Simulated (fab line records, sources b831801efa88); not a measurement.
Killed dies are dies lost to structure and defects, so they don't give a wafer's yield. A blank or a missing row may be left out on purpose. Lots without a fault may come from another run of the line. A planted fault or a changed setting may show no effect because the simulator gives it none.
Which tool did it? | flow gf180mcu | 10 lots, 30 wafers sampled, at 5 steps of a route of 602

WHAT THE GAUGES READ, wafer by wafer
GF_V5_RS_MEAS_24: measures by four-point-probe.
lot  | measured     | on            | V5_W_RS (ohm/sq)
L703 | day 28 00:08 | film_metro-01 | 0.340 0.329 0.330
L705 | day 28 19:10 | film_metro-04 | 0.335 0.333 0.325
L707 | day 29 04:31 | film_metro-04 | 0.327 0.333 0.330
L708 | day 29 08:47 | film_metro-02 | 0.325 0.325 0.326
L710 | day 30 00:11 | film_metro-04 | 0.329 0.330 0.333
L711 | day 30 07:32 | film_metro-02 | 0.329 0.330 0.324
L713 | day 30 23:12 | film_metro-02 | 0.328 0.335 0.328
L715 | day 31 09:16 | film_metro-01 | 0.283 0.332 0.332 0.282 0.332 0.332
L716 | day 31 12:33 | film_metro-01 | 0.283 0.333 0.284 0.283 0.333 0.284
L720 | day 32 15:31 | film_metro-04 | 0.327 0.332 0.329

GF_V5_THK_MEAS_25: measures by xrf.
lot  | measured     | on            | V5_W_THK (nm)
L703 | day 28 00:14 | film_metro-01 | 341 355 352
L705 | day 28 19:17 | film_metro-04 | 350 352 359
L707 | day 29 04:37 | film_metro-04 | 357 350 352
L708 | day 29 08:53 | film_metro-02 | 362 362 362
L710 | day 30 00:17 | film_metro-04 | 359 354 354
L711 | day 30 07:38 | film_metro-02 | 355 356 361
L713 | day 30 23:17 | film_metro-02 | 356 349 358
L715 | day 31 11:47 | film_metro-01 | 410 351 349 411 350 351
L716 | day 31 18:00 | film_metro-01 | 410 348 409 413 349 413
L720 | day 32 15:37 | film_metro-04 | 358 354 355

WHICH TOOL RAN EACH LOT (tool, then ch and the chambers of the sampled wafers, then the start)
lot  | GF_M5_METAL_ETCH_10               | GF_V5_STRIP_18                       | GF_V5_CVD_23
L703 | rie_metal-04 ch 0,1, day 27 01:16 | plasma_asher-01 ch 0,1, day 27 23:22 | cvd_w-01 ch 0,1, day 28 00:00
L705 | rie_metal-03 ch 0,1, day 27 20:43 | plasma_asher-03 ch 0,1, day 28 18:24 | cvd_w-01 ch 0,1, day 28 19:04
L707 | rie_metal-03 ch 0,1, day 28 06:57 | plasma_asher-02 ch 0,1, day 29 03:46 | cvd_w-01 ch 0,1, day 29 04:24
L708 | rie_metal-03 ch 0,1, day 28 11:01 | plasma_asher-02 ch 0,1, day 29 08:01 | cvd_w-02 ch 0,1, day 29 08:39
L710 | rie_metal-03 ch 0,1, day 29 02:58 | plasma_asher-01 ch 0,1, day 29 23:25 | cvd_w-01 ch 0,1, day 30 00:03
L711 | rie_metal-02 ch 0,1, day 29 09:37 | plasma_asher-03 ch 0,1, day 30 06:22 | cvd_w-01 ch 0,1, day 30 07:24
L713 | rie_metal-04 ch 1, day 30 02:51   | plasma_asher-01 ch 0,1, day 30 22:23 | cvd_w-01 ch 0,1, day 30 23:04
L715 | rie_metal-04 ch 1, day 30 13:03   | plasma_asher-01 ch 0,1, day 31 08:30 | cvd_w-01 ch 0,1, day 31 09:10
L716 | rie_metal-04 ch 0,1, day 30 16:12 | plasma_asher-02 ch 0,1, day 31 11:48 | cvd_w-01 ch 0,1, day 31 12:26
L720 | rie_metal-02 ch 0,1, day 31 20:52 | plasma_asher-01 ch 0,1, day 32 14:45 | cvd_w-02 ch 0,1, day 32 15:23
- GF_M5_METAL_ETCH_10: etches the open film in Cl2/BCl3, stops on SiO2, target depth 750.8 nm, time 125.1 s.
- GF_V5_STRIP_18: strips in O2/N2.
- GF_V5_CVD_23: deposits W, target thk 350 nm, time 104.9 s.

WHAT THE TOOLS THEMSELVES READ (means of the sampled wafers that have a number; where no wafer has one, the mark that the record gives instead)
GF_M5_METAL_ETCH_10.
lot  | tool         | bcl3_flow_sccm (sccm) | drypump_motor_current_A (A) | oes_product_au (a.u.) | throttle_valve_pct (%)
L703 | rie_metal-04 | 40.06                 | 5.91                        | 0.989                 | 28.236
L705 | rie_metal-03 | 40.26                 | 5.83                        | 0.986                 | 28.230
L707 | rie_metal-03 | 40.09                 | 5.82                        | 0.988                 | 28.230
L708 | rie_metal-03 | 39.95                 | 5.84                        | 0.987                 | 28.235
L710 | rie_metal-03 | 40.02                 | 5.85                        | 0.987                 | 28.232
L711 | rie_metal-02 | 40.13                 | 6.17                        | 0.989                 | 28.227
L713 | rie_metal-04 | 40.12                 | 5.84                        | 0.990                 | 28.228
L715 | rie_metal-04 | 39.90                 | 5.79                        | 0.993                 | 28.234
L716 | rie_metal-04 | 39.95                 | 5.88                        | 0.985                 | 28.222
L720 | rie_metal-02 | 40.02                 | 6.16                        | 0.994                 | 28.226

GF_V5_STRIP_18.
lot  | tool            | drypump_motor_current_A (A) | heater_power_w (W) | oes_product_au (a.u.)
L703 | plasma_asher-01 | 5.64                        | 357                | 0.566
L705 | plasma_asher-03 | 4.95                        | 292                | 0.568
L707 | plasma_asher-02 | 5.69                        | 292                | 0.567
L708 | plasma_asher-02 | 5.70                        | 308                | 0.567
L710 | plasma_asher-01 | 5.62                        | 363                | 0.567
L711 | plasma_asher-03 | 5.13                        | 310                | 0.568
L713 | plasma_asher-01 | 5.64                        | 360                | 0.572
L715 | plasma_asher-01 | 5.71                        | 365                | 0.568
L716 | plasma_asher-02 | 5.67                        | 314                | 0.569
L720 | plasma_asher-01 | 5.66                        | 364                | 0.571

GF_V5_CVD_23.
lot  | tool     | heater_power_w (W) | susceptor_temp_C (C)
L703 | cvd_w-01 | 960                | 400.06
L705 | cvd_w-01 | 969                | 399.93
L707 | cvd_w-01 | 976                | 400.35
L708 | cvd_w-02 | 872                | 400.27
L710 | cvd_w-01 | 974                | 399.99
L711 | cvd_w-01 | 971                | 399.90
L713 | cvd_w-01 | 983                | 399.81
L715 | cvd_w-01 | 963                | 400.09
L716 | cvd_w-01 | 986                | 399.87
L720 | cvd_w-02 | 874                | 399.85

THE ANSWER, worked out from the rows above alone
Rule: what is usual is taken from the lots themselves. Put in order of their means at a reading, lots are off if they are a third of the lots or fewer, leave a main group of 4 or more, and stand apart from it by a gap of 3 or more times the standard deviation of the main group's means; of several such gaps the widest counts. A main group whose means are all the same, to the digits that the tables above print for the reading, isn't used. A lot without any number at a reading at which 4 lots or more have one is off too. The other lots that the step has rows for count as sound. The gauges are gone through in route order, then the tools' own readings, and for those a lot's mean is taken as printed above. The first step at which some lot is off is used, and at that step the reading that is off furthest; a lot without a number counts as furthest.
Off: L715, L716, at GF_V5_RS_MEAS_24 (V5_W_RS). The main group: mean 0.330 ohm/sq, standard deviation 0.0022.
A tool fits if, at a process step before that reading, it ran every lot that is off, and no sound lot after the first of them. The gauges at GF_V5_RS_MEAS_24 are tried like those tools. Can't be told from this: 3 tools fit, rie_metal-04 at GF_M5_METAL_ETCH_10, cvd_w-01 at GF_V5_CVD_23, film_metro-01 at GF_V5_RS_MEAS_24.

WHAT THE SIMULATOR HAD PUT IN
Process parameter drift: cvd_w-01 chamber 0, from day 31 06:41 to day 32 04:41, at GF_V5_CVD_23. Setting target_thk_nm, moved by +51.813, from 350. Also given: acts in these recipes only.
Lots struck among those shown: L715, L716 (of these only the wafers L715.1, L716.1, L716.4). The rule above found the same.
